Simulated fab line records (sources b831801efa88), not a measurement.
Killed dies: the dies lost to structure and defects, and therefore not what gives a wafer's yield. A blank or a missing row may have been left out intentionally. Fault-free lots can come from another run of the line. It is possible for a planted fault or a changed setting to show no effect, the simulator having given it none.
Matching of chambers -- flow sky130 -- 4 sister chambers for SKY_VIA3_CMP_24 on cmp-02
The step polishes, stops on SiO2, t overpolish 20 s, target thk 0 nm. 4 wafers are shown with their chamber, then 12 later ones without.

WAFERS, EACH WITH ITS CHAMBER
wafer,chamber,motor_current_A (A)
L088.1,1,12.2
L088.3,0,9.7
L090.3,3,9.3
L090.5,2,12.7

WAFERS WHOSE CHAMBER IS MISSING
wafer,motor_current_A (A)
L092.1,9.6
L092.3,11.4
L092.4,12.7
L091.1,9.8
L091.2,11.7
L091.4,13.2
L093.1,11.8
L093.3,9.8
L093.6,11.8
L097.1,9.4
L097.2,9.9
L097.6,12.8

WHICH CHAMBER EACH ONE RAN IN
wafer,from the rows above,in truth
L092.1,can't be placed: 0 or 3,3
L092.3,can't be placed: 1 or 2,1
L092.4,can't be placed: 2 or 1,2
L091.1,can't be placed: 0 or 3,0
L091.2,can't be placed: 1 or 2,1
L091.4,can't be placed: 2 or 1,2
L093.1,can't be placed: 1 or 2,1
L093.3,can't be placed: 0 or 3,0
L093.6,can't be placed: 1 or 2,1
L097.1,can't be placed: 3 or 0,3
L097.2,can't be placed: 0 or 3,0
L097.6,can't be placed: 2 or 1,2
Correct placement for 0 of the 12. Unplaceable from these rows: 12, with the true chamber sitting among the candidates in 12. Wrongly placed: 0.
How it was worked out, from the rows above alone: a wafer's distance from a chamber is the root of the sum, over the readings, of the square of ((its reading less the chamber's mean) divided by the reading's scatter). The wafer belongs to the nearest chamber; if the next one is less than 2 further off, it can't be placed. A chamber's mean is the mean of its shown wafers. The scatter: with one shown wafer a chamber, the root of the mean of the squares of how far each hidden wafer lies from its nearest shown one.
